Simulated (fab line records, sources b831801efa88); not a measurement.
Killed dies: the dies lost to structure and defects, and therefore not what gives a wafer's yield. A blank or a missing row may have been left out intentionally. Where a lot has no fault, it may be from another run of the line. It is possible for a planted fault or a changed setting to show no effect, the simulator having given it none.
Which tool was responsible?    flow gf180mcu    Sampling: 12 lots, 36 wafers, 6 of 602 route steps

## WHAT THE GAUGES READ, wafer by wafer
GF_LVPWELL_TW_MEAS_11.
lot   measured     on             LVPWELL_TW
L941  day 4 07:03  film_metro-04  562 560 565
L942  day 4 13:49  film_metro-02  556 556 560
L948  day 5 23:05  film_metro-01  823 820 822
L950  day 6 11:22  film_metro-04  828 829 828
L951  day 6 15:16  film_metro-01  562 563 560
L952  day 6 19:40  film_metro-01  557 559 560
L953  day 7 03:56  film_metro-04  560 563 558
L955  day 7 13:37  film_metro-02  557 556 557
L956  day 7 21:06  film_metro-04  561 562 559
L958  day 8 06:50  film_metro-02  550 553 549
L959  day 8 13:52  film_metro-02  551 553 550
L962  day 9 05:50  film_metro-04  559 557 556

GF_VT_IMPLANT_RS_MEAS_48: a four-point-probe measurement.
lot   measured      on             LVPWELL_RS (ohm/sq)
L941  day 8 00:56   film_metro-02  1201 1198 1196
L942  day 8 07:07   film_metro-04  1192 1191 1191
L948  day 10 01:44  film_metro-01  586 586 584
L950  day 10 14:14  film_metro-01  584 586 586
L951  day 10 20:17  film_metro-01  1193 1194 1198
L952  day 11 00:29  film_metro-02  1202 1203 1201
L953  day 11 12:35  film_metro-02  1199 1196 1196
L955  day 12 00:34  film_metro-02  1198 1197 1197
L956  day 12 09:31  film_metro-01  1193 1192 1194
L958  day 12 20:27  film_metro-01  1199 1199 1197
L959  day 13 05:02  film_metro-04  1201 1202 1201
L962  day 13 22:28  film_metro-04  1196 1195 1195

GF_HV_LDD_TW_MEAS_23.
lot   measured      on             HV_LDD_2_TW
L941  day 11 07:56  film_metro-01  1057 1062 1059
L942  day 11 10:08  film_metro-01  1064 1062 1065
L948  day 13 12:03  film_metro-04  1050 1049 1051
L950  day 14 07:41  film_metro-04  1056 1063 1058
L951  day 14 11:20  film_metro-04  1062 1058 1057
L952  day 14 15:04  film_metro-01  1064 1069 1064
L953  day 15 06:05  film_metro-04  1054 1053 1059
L955  day 15 20:20  film_metro-04  1052 1051 1055
L956  day 16 08:26  film_metro-04  1064 1064 1063
L958  day 16 18:43  film_metro-01  1068 1073 1072
L959  day 17 05:19  film_metro-04  1043 1051 1051
L962  day 17 22:56  film_metro-04  1059 1047 1055

## WHICH TOOL RAN EACH LOT (tool, then ch and the chambers of the sampled wafers, then the start)
lot   GF_NWELL_STRIP_10                    GF_LVPWELL_IMPLANT_08           GF_VT_IMPLANT_STRIP_42
L941  plasma_asher-02 ch 1, day 3 17:11    implanter-04 ch 0, day 4 06:40  plasma_asher-03 ch 0,1, day 8 00:22
L942  plasma_asher-02 ch 0,1, day 3 23:14  implanter-04 ch 0, day 4 13:26  plasma_asher-03 ch 0, day 8 06:32
L948  plasma_asher-04 ch 0,1, day 5 08:43  implanter-03 ch 0, day 5 22:41  plasma_asher-02 ch 0,1, day 10 01:11
L950  plasma_asher-03 ch 0,1, day 5 20:16  implanter-03 ch 0, day 6 10:59  plasma_asher-02 ch 0,1, day 10 13:40
L951  plasma_asher-03 ch 0,1, day 6 00:41  implanter-02 ch 0, day 6 14:53  plasma_asher-03 ch 0,1, day 10 19:43
L952  plasma_asher-02 ch 1, day 6 04:47    implanter-02 ch 0, day 6 19:17  plasma_asher-03 ch 0, day 10 23:55
L953  plasma_asher-04 ch 0,1, day 6 12:40  implanter-04 ch 0, day 7 03:32  plasma_asher-04 ch 0,1, day 11 12:01
L955  plasma_asher-03 ch 0,1, day 6 21:13  implanter-02 ch 0, day 7 13:13  plasma_asher-02 ch 0,1, day 12 00:01
L956  plasma_asher-04 ch 0,1, day 7 04:11  implanter-04 ch 0, day 7 20:43  plasma_asher-02 ch 0,1, day 12 08:56
L958  plasma_asher-02 ch 0,1, day 7 14:26  implanter-02 ch 0, day 8 06:26  plasma_asher-04 ch 0,1, day 12 19:54
L959  plasma_asher-04 ch 0,1, day 7 21:20  implanter-02 ch 0, day 8 13:28  plasma_asher-04 ch 0,1, day 13 04:29
L962  plasma_asher-04 ch 0, day 8 12:49    implanter-03 ch 0, day 9 05:26  plasma_asher-02 ch 0,1, day 13 21:55
- GF_NWELL_STRIP_10: strips in O2/N2.
- GF_LVPWELL_IMPLANT_08
- GF_VT_IMPLANT_STRIP_42: strips in O2/N2.

## WHAT THE TOOLS THEMSELVES READ (means of the sampled wafers that have a number; where no wafer has one, the mark that the record gives instead)
GF_NWELL_STRIP_10.
lot   tool             drypump_motor_current_A (A)  heater_power_w (W)  oes_product_au (a.u.)  strip_time_to_endpoint_s (s)
L941  plasma_asher-02  5.3                          359                 0.722                  36.90
L942  plasma_asher-02  5.8                          344                 0.724                  37.02
L948  plasma_asher-04  5.8                          372                 0.721                  36.87
L950  plasma_asher-03  6.5                          297                 0.724                  36.98
L951  plasma_asher-03  6.5                          294                 0.728                  37.09
L952  plasma_asher-02  5.3                          362                 0.723                  36.86
L953  plasma_asher-04  5.9                          334                 0.721                  36.94
L955  plasma_asher-03  6.5                          295                 0.718                  36.96
L956  plasma_asher-04  5.9                          326                 0.722                  37.00
L958  plasma_asher-02  5.8                          337                 0.724                  36.94
L959  plasma_asher-04  5.9                          332                 0.729                  36.97
L962  plasma_asher-04  5.8                          423                 0.729                  37.10

GF_LVPWELL_IMPLANT_08.
lot   tool          dose_ions_cm2  faraday_current_uA
L941  implanter-04  1.4993e+13     85.0
L942  implanter-04  1.4983e+13     84.5
L948  implanter-03  6.0244e+13     337.8
L950  implanter-03  6.0239e+13     342.0
L951  implanter-02  1.5012e+13     84.2
L952  implanter-02  1.4983e+13     84.2
L953  implanter-04  1.5007e+13     85.2
L955  implanter-02  1.4996e+13     85.5
L956  implanter-04  1.5001e+13     85.7
L958  implanter-02  1.5010e+13     82.8
L959  implanter-02  1.5004e+13     84.6
L962  implanter-03  1.5007e+13     84.2

GF_VT_IMPLANT_STRIP_42.
lot   tool             drypump_motor_current_A (A)  heater_power_w (W)  oes_product_au (a.u.)  strip_time_to_endpoint_s (s)
L941  plasma_asher-03  6.5                          292                 0.714                  12.61
L942  plasma_asher-03  6.4                          292                 0.714                  12.65
L948  plasma_asher-02  5.8                          336                 0.717                  12.63
L950  plasma_asher-02  5.8                          341                 0.717                  12.56
L951  plasma_asher-03  6.5                          300                 0.719                  12.63
L952  plasma_asher-03  6.4                          287                 0.720                  12.63
L953  plasma_asher-04  5.9                          329                 0.718                  12.65
L955  plasma_asher-02  5.8                          340                 0.715                  12.67
L956  plasma_asher-02  5.8                          338                 0.714                  12.64
L958  plasma_asher-04  5.9                          330                 0.717                  12.64
L959  plasma_asher-04  5.8                          374                 0.717                  12.62
L962  plasma_asher-02  5.8                          343                 0.715                  12.62

## THE ANSWER, worked out from the rows above alone
Rule: what is usual is taken from the lots themselves. Put in order of their means at a reading, lots are off if they are a third of the lots or fewer, leave a main group of 4 or more, and stand apart from it by a gap of 3 or more times the standard deviation of the main group's means; of several such gaps the widest counts. The tables above print the reading to a certain number of digits; a main group whose means all agree to those digits is not used. A lot without any number at a reading at which 4 lots or more have one is off too. The other lots that the step has rows for count as sound. Order of review: gauges by route order, followed by the tools' own readings, for which a lot's mean as printed above is used. At the first step where some lot is off, the reading lying furthest off is the one used; lots without a number count as furthest.
Off: at GF_LVPWELL_TW_MEAS_11 (LVPWELL_TW), L948, L950. Mean 558 and standard deviation 3.8 in the main group.
A tool fits if, at a process step before that reading, it ran every lot that is off, and no sound lot after the first of them. The gauges at GF_LVPWELL_TW_MEAS_11 aren't tried: what is off there is off at GF_LVPWELL_IMPLANT_08 too, on other tools, and a gauge's error can't cause that. Of those tried, none fits.

## WHAT WAS PUT IN BY THE SIMULATOR
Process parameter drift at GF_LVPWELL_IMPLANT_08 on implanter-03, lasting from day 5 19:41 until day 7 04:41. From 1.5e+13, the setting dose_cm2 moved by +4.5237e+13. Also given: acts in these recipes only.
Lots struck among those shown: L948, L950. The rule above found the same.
